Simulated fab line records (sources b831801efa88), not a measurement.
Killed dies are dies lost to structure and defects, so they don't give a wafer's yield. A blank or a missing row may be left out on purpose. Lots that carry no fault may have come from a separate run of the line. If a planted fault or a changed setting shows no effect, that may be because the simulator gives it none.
A single fault, viewed from 2 desks / flow sky130 / each desk has only its own numbers; what lay behind them comes last

THE METROLOGY DESK
Lot by lot, what the gauges showed, no matter which tool ran the lot: averages of those sampled wafers that carry a number. A lot is out of limits, marked OUT, if its mean lies more than 4 standard deviations from the usual mean; the brackets give that distance.
Columns: A = SPACER_CVD_00_THK at SKY_SPACER_THK_MEAS_01, usual 43.0 nm; B = cd_nm at SKY_POLY_CUT_CD_MEAS_08, usual 269.9 nm
lot=L410; first seen here=day 23 05:35; A=43.7; B=271.4
lot=L413; first seen here=day 24 10:11; A=42.5; B=272.2
lot=L414; first seen here=day 24 23:53; A=42.6; B=271.0
lot=L418; first seen here=day 26 01:51; A=43.5; B=271.8
lot=L419; first seen here=day 26 12:37; A=43.1; B=271.0
lot=L421; first seen here=day 26 21:53; A=28.9 (-38) OUT; B=271.1
lot=L423; first seen here=day 27 10:22; A=29.0 (-38) OUT; B=268.9
lot=L432; first seen here=day 30 03:51; A=42.7; B=269.4
lot=L431; first seen here=day 30 03:52; A=42.8; B=268.6
lot=L433; first seen here=day 30 17:35; A=42.7; B=268.2
This desk reports L421, L423 out of limits; the earliest was L421 at day 26 21:53 (SPACER_CVD_00_THK at SKY_SPACER_THK_MEAS_01). L410, L413, L414, L418, L419, L432, L431, L433: within limits.

TOOL OWNER'S DESK, lpcvd-02
The tool's own readings at SKY_SPACER_CVD_00 (deposits Si3N4 from DCS/NH3, target thk 43.1 nm, time 740 s): means of the sampled wafers that have a number, for each lot that ran on this tool. A lot is out of limits, marked OUT, if its mean lies more than 4 standard deviations from the usual mean; the brackets give that distance.
Columns: A = spike_tc_bottom_C at SKY_SPACER_CVD_00, usual 790.9 C; B = spike_tc_centre_C at SKY_SPACER_CVD_00, usual 770.4 C; C = spike_tc_lower_C at SKY_SPACER_CVD_00, usual 770.8 C; D = spike_tc_top_C at SKY_SPACER_CVD_00, usual 786.3 C; E = spike_tc_upper_C at SKY_SPACER_CVD_00, usual 770.6 C; F = susceptor_temp_C at SKY_SPACER_CVD_00, usual 769.9 C; G = zone_power_top_pct at SKY_SPACER_CVD_00, usual 26.8 %
lot=L410; first seen here=day 23 04:23; A=791.1; B=770.1; C=771.1; D=786.2; E=770.4; F=770.0; G=26.5
lot=L413; first seen here=day 24 08:59; A=791.2; B=771.0; C=769.9; D=786.7; E=771.0; F=769.9; G=26.6
lot=L414; first seen here=day 24 22:41; A=791.2; B=769.7; C=770.4; D=787.0; E=770.8; F=769.9; G=26.4
lot=L418; first seen here=day 26 00:39; A=792.3; B=769.3; C=770.8; D=788.1; E=770.3; F=769.8; G=26.6
lot=L419; first seen here=day 26 11:25; A=791.8; B=770.2; C=769.7; D=787.6; E=770.7; F=770.4; G=26.6
lot=L421; first seen here=day 26 20:40; A=771.7 (-17) OUT; B=749.0 (-19) OUT; C=750.6 (-17) OUT; D=768.5 (-10) OUT; E=751.6 (-17) OUT; F=750.5 (-54) OUT; G=25.7
lot=L423; first seen here=day 27 09:10; A=771.2 (-18) OUT; B=750.6 (-18) OUT; C=750.3 (-17) OUT; D=768.2 (-11) OUT; E=751.0 (-18) OUT; F=749.3 (-57) OUT; G=25.4
lot=L431; first seen here=day 30 02:02; A=790.5; B=771.0; C=772.3; D=783.5; E=769.4; F=769.8; G=27.3
lot=L432; first seen here=day 30 02:02; A=791.6; B=769.2; C=770.8; D=788.0; E=771.7; F=770.5; G=26.6
lot=L433; first seen here=day 30 16:23; A=791.8; B=770.8; C=769.8; D=787.1; E=771.6; F=769.7; G=26.4
This desk's finding: out of limits on L421, L423; first on L421, day 26 20:40 (spike_tc_bottom_C at SKY_SPACER_CVD_00). L410, L413, L414, L418, L419, L431, L432, L433: within limits.

PUT TOGETHER
The tool owner's desk could have raised an alarm at day 26 20:40, on L421, L423.
At day 26 21:53 the metrology desk could have sounded an alarm, on L421, L423.
On lpcvd-02, each named lot ran SKY_SPACER_CVD_00.

WHAT HAD BEEN PUT IN BY THE SIMULATOR
lpcvd-02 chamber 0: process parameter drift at SKY_SPACER_CVD_00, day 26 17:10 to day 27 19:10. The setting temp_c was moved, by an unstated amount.
Struck lots among those shown: L421, L423.
Time in hours from fault onset to the first out-of-limits reading at each desk: tool owner's desk 4, metrology desk 5.
